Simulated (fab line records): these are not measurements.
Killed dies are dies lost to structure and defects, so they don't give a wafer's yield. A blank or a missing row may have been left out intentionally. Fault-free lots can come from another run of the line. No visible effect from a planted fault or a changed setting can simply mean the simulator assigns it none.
Comparing a struck lot with a sound one / flow sky130 / 34 out of 708 route steps
Sound: wafers L912.1, L912.3, L912.5. Struck: wafers L899.3, L899.4, L899.5. The cause is given at the end.
For every step that has rows: the tool of each side, followed by ch and its chambers, followed by its first start. Under that, the readings that differ: sound wafers / struck wafers / difference of the means / sigmas: that difference in standard deviations of wafers without a fault.
alike: readings whose means differ by less than 2 such deviations, and words and numbers that are the same on both sides. not compared: withheld readings, readings that some wafer has no value for, bounds like >300 that may hide the same value, and numbers for which the record gives no deviation and whose values overlap.
The two part at a step that has a row with sigmas, a row that says differs or no value, or rows on one side only. Numbers that have no deviation but don't overlap get no sigmas and don't part them. A reading that every wafer of one side lacks parts them only if that side has two wafers or more.

first, 7 steps without rows for these wafers: SKY_SONOS_TUNNEL_DEVELOP_06 (develop time 60 s); SKY_SONOS_TUNNEL_IMPLANT_09; SKY_SONOS_TUNNEL_WET_ETCH_10 (etches SiO2 in dHF, target depth 14 nm, time 280 s); SKY_SONOS_TUNNEL_STRIP_11 (strips in SPM, time 600 s); SKY_SONOS_TUNNEL_CLEAN_13 (cleans in dHF, time 20 s); SKY_SONOS_ONO_OXIDATION_00 (stabilise 600 s, purge 300 s, target thk 2.6 nm); SKY_SONOS_ONO_CVD_02 (deposits Si3N4 from DCS/NH3, target thk 10.5 nm, time 180 s).
SKY_SONOS_ONO_CVD_04: deposits SiO2 from SiH4/N2O, target thk 5.7199 nm.
  sound on lpcvd-03 ch 0, day 18 05:16; struck on lpcvd-03 ch 0, day 13 07:43
reading=model.SiO2_of_SONOS_ONO_CVD_04.thkNm (nm); sound=5.907 5.897 5.852; struck=8.476 8.461 8.394; difference=+2.558; sigmas=
  alike: spikeTcLowerC, zonePowerBottomPct
SKY_SONOS_ONO_THK_MEAS_05:
  struck on filmMetro-02, day 13 09:37; sound on filmMetro-03, day 18 06:31
reading=SONOS_ONO_CVD_04_THK (nm); sound=5.90 5.90 5.79; struck=8.53 8.45 8.37; difference=+2.59; sigmas=+22
then, 23 steps without rows for these wafers: SKY_SONOS_ONO_DEHYDRATE_06 (time 60 s); SKY_SONOS_ONO_HMDS_07 (prime time 60 s); SKY_SONOS_ONO_COAT_08 (resist thk 1140 nm); SKY_SONOS_ONO_SOFTBAKE_09 (time 60 s); SKY_SONOS_ONO_EXPOSE_10 (exposes mask ONOM, target cd 410 nm); SKY_SONOS_ONO_PEB_11; SKY_SONOS_ONO_DEVELOP_12 (develop time 60 s); SKY_SONOS_ONO_ETCH_15 (etches the open film in CHF3/O2, target depth 19.52 nm, time 7.8 s); SKY_SONOS_ONO_WET_ETCH_16 (etches SiO2 in dHF, target depth 14 nm, time 280 s); SKY_SONOS_ONO_STRIP_17 (strips in O2/N2); SKY_SONOS_ONO_WET_ETCH_18 (etches Si3N4 in H3PO4, target depth 15 nm, time 172 s); SKY_GATE_OXIDE_CLEAN_00 (cleans in SC1/SC2, time 150 s); SKY_GATE_OXIDE_OXIDATION_01 (stabilise 600 s, purge 300 s, target thk 10.268 nm); SKY_GATE_OXIDE_DEHYDRATE_03 (time 60 s); SKY_GATE_OXIDE_HMDS_04 (prime time 60 s); SKY_GATE_OXIDE_COAT_05 (resist thk 1140 nm); SKY_GATE_OXIDE_SOFTBAKE_06 (time 60 s); SKY_GATE_OXIDE_EXPOSE_07 (exposes mask LVOM, target cd 600 nm); SKY_GATE_OXIDE_PEB_08; SKY_GATE_OXIDE_DEVELOP_09 (develop time 60 s); SKY_GATE_OXIDE_IMPLANT_11; SKY_GATE_OXIDE_WET_ETCH_12 (etches SiO2 in dHF, target depth 16.8 nm, time 336 s); SKY_GATE_OXIDE_STRIP_13 (strips in O2/N2).
-- the record jumps here: 2 days lie between the struck wafers' starts before and after --
SKY_GATE_OXIDE_CLEAN_15: cleans in SC1/SC2, time 150 s.
  sound on wetBench-04 ch 1, day 21 00:11; struck on wetBench-03 ch 2, day 15 17:24
reading=model.SiO2_of_SONOS_ONO_CVD_04.thkNm (nm); sound=4.383 4.372 4.328; struck=6.96 6.937 6.876; difference=+2.56; sigmas=
SKY_PAD_OPEN_PROBE_99:
  the record has rows for the sound wafers here (prober-01, day 50 14:54) and none for the struck ones

WHERE THEY PART
Earliest at SKY_SONOS_ONO_THK_MEAS_05; latest, in this record, at SKY_PAD_OPEN_PROBE_99.

WHY: whatever the simulator had introduced
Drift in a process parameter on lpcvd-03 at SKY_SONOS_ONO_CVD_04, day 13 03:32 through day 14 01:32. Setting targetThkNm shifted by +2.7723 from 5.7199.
